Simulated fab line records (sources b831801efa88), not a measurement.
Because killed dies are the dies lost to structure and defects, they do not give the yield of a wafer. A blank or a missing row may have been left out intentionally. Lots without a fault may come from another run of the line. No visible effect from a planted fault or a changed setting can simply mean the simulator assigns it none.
Check for tools in common ; flow gf180mcu ; 13 lots and 39 wafers in the sample

THE REASON FOR OPENING IT
At GF_PSD_TW_MEAS_11 the reading PSD_TW is flagged on 1 of 13 lots. No-fault wafers: 3186, standard deviation 37.
Rule: a lot is flagged when every wafer of it that has a number lies more than 4 standard deviations from that mean, or none has a number. As for the other lots, they are considered sound.

lot;measured;on;PSD_TW, wafer by wafer;flag
L179;day 14 22:26;film-metro-02;3157 3158 3155;
L181;day 15 08:20;film-metro-03;3207 3214 3218;
L180;day 15 11:01;film-metro-02;3144 3145 3153;
L183;day 16 07:34;film-metro-03;3204 3205 3206;
L184;day 16 11:01;film-metro-02;3138 3135 3147;
L186;day 17 01:41;film-metro-04;3224 3207 3217;
L187;day 17 08:43;film-metro-02;3163 3181 3178;
L191;day 18 13:08;film-metro-03;30 30 30;FLAGGED
L194;day 19 19:22;film-metro-03;3228 3215 3212;
L198;day 21 03:37;film-metro-02;3137 3144 3151;
L199;day 21 08:26;film-metro-02;3149 3135 3156;
L200;day 21 18:23;film-metro-04;3225 3253 3219;
L201;day 22 04:46;film-metro-02;3135 3149 3127;
The numbers of the flagged lots are 30 on average: -3156 against the usual, or -85 standard deviations.

WHICH TOOL RAN EACH LOT
The record holds 1 process step before the reading, out of a route of 602 steps. Each cell gives the tool, then ch followed by the chambers the sampled wafers passed through, then the start.
lot;flag;GF_PSD_EXPOSE_04
L179;;iline-stepper-01 ch 0, day 14 11:37
L181;;iline-stepper-02 ch 0, day 14 21:26
L180;;iline-stepper-01 ch 0, day 15 00:02
L183;;iline-stepper-02 ch 0, day 15 19:46
L184;;iline-stepper-02 ch 0, day 15 23:47
L186;;iline-stepper-01 ch 0, day 16 14:13
L187;;iline-stepper-02 ch 0, day 16 20:38
L191;FLAGGED;iline-stepper-02 ch 0, day 18 01:16
L194;;iline-stepper-01 ch 0, day 19 07:18
L198;;iline-stepper-01 ch 0, day 20 15:45
L199;;iline-stepper-02 ch 0, day 20 20:12
L200;;iline-stepper-01 ch 0, day 21 06:47
L201;;iline-stepper-02 ch 0, day 21 16:41
What the steps here do:
- GF_PSD_EXPOSE_04: exposes mask Pplus, target cd 400 nm.
- GF_PSD_TW_MEAS_11

FLAGGED AGAINST TOTAL, ONE TOOL AT A TIME (gauges that did the reading follow at the end)
step;tool;lots run;flagged;share of the flagged lots;sound lots run after its first flagged lot
GF_PSD_EXPOSE_04;iline-stepper-01;6;0;none;-
GF_PSD_EXPOSE_04;iline-stepper-02;7;1;all;2 (L199,L201)
GF_PSD_TW_MEAS_11;film-metro-02;7;0;none;-
GF_PSD_TW_MEAS_11;film-metro-03;4;1;all;1 (L194)
GF_PSD_TW_MEAS_11;film-metro-04;2;0;none;-

THE TABLE: WHAT IT ALLOWS
Rows of the table that ran all the flagged lots, 2 in number: iline-stepper-02 at GF_PSD_EXPOSE_04; film-metro-03 at GF_PSD_TW_MEAS_11.
- iline-stepper-02 at GF_PSD_EXPOSE_04 ran 7 lots, 1 of them flagged. Sound lots ran on it after the first flagged one (L199, L201), which a lasting fault on the whole tool wouldn't allow.
- film-metro-03 at GF_PSD_TW_MEAS_11 ran 4 lots, 1 of them flagged. Sound lots ran on it after the first flagged one (L194), which a lasting fault on the whole tool wouldn't allow.
There is no row in the table that ran each flagged lot and no sound lot after the first.

WHAT THE SIMULATOR HAD INSERTED
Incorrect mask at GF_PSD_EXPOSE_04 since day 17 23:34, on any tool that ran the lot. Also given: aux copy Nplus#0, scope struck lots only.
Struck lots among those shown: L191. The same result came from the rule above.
